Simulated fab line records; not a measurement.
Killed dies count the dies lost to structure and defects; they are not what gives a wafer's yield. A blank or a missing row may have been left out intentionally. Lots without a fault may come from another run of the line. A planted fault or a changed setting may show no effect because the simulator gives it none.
Problem report in the 8D (eight disciplines) form, filled by code ; flow gf180mcu ; the parts of the form that need people (team, actions taken, sign-off) are left out

## 1. THE PROBLEM
biasW at GF_M3_METAL_ETCH_16 reads a mean of 174.4 W on 3 wafers of 2 lots; wafers without a fault read 140.0 W with a standard deviation of 0.4. Relative to the usual mean, that is a shift of +86 standard deviations.
The step: etches the open film in Cl2/BCl3, stops on SiO2, target depth 750.8 nm, time 125.1 s.
First observed at day 26 22:56: wafer L469.3, on rieMetal-04. Wafers with a number at this step in the record: 33, from 11 lots. Rule for "out" (also "out of limits"): further than 4 standard deviations from the usual mean. The rest of the wafers with a number are treated as sound.

## 2. WHAT IT IS, AND WHAT IT ISN'T
question;is;is not
which readings at this step;biasW;chamberPressureMTorr, drypumpMotorCurrentA
which lots;L469, L470;L456, L458, L460, L463, L464, L466, L476, L478, L479
which wafers of those lots;L469.3, L470.4, L470.6;L469.1, L469.4, L470.5
read on which tools;rieMetal-04;rieMetal-02, rieMetal-03
when;from day 26 22:56;"up to then (20 sound wafers); but 10 sound wafers of L470, L476, L478, L479 came after"

## 3. WHAT RULES OUT EACH SUSPECT
Counting: if a tool at a process step up to the reading ran every lot that is out, it stays a suspect. Sound lots after the first of them don't rule it out here, since some wafers of a struck lot are sound.
- rieMetal-04 at GF_M3_METAL_ETCH_16 (etches the open film in Cl2/BCl3, stops on SiO2, target depth 750.8 nm, time 125.1 s): kept. Ran every lot that is out, first one L469 (day 26 22:56); last sound lot up to then L464 (day 24 06:14). Its own readings are out on those wafers: biasW.
- The sound lot-mates ran in chamber 1 of rieMetal-04 at GF_M3_METAL_ETCH_16, but the wafers that are out ran in chamber 0.
The count leaves rieMetal-04 at GF_M3_METAL_ETCH_16.

## 4. THE CAUSE (what the simulator had put in)
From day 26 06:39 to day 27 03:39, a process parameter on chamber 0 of rieMetal-04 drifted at GF_M3_METAL_ETCH_16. Setting biasW shifted by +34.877 from 140. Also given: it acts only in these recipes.
This tool alone remained once counting was done.

## 5. SEQUENCE OF EFFECTS, ordered by route
Each row: a reading where the mean over the struck wafers with a number is more than 3 standard deviations away from the usual. Only readings whose record carries a usual standard deviation are examined. hours: median over the lots of the time between each lot's start at the first step of this table that gives one and its start at this step. sigmas: the change, counted in usual standard deviations.
hours;step;reading;usual;on struck wafers;change;sigmas
0;GF_M3_METAL_ETCH_16;biasW;140.0 W;174.4;+34.4;+86
0;GF_M3_STRIP_17;stripTimeToEndpointS;7.43 s;7.24;-0.19;-4.0
Its process steps:
- GF_M3_METAL_ETCH_16: etches the open film in Cl2/BCl3, stops on SiO2, target depth 750.8 nm, time 125.1 s.
- GF_M3_STRIP_17: strips in O2/N2.

## 6. HOW IT WOULD HAVE BEEN CAUGHT EARLIER
16 hours passed between the start of the fault at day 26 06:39 and the first reading out of limits in this record, taken at day 26 22:56.
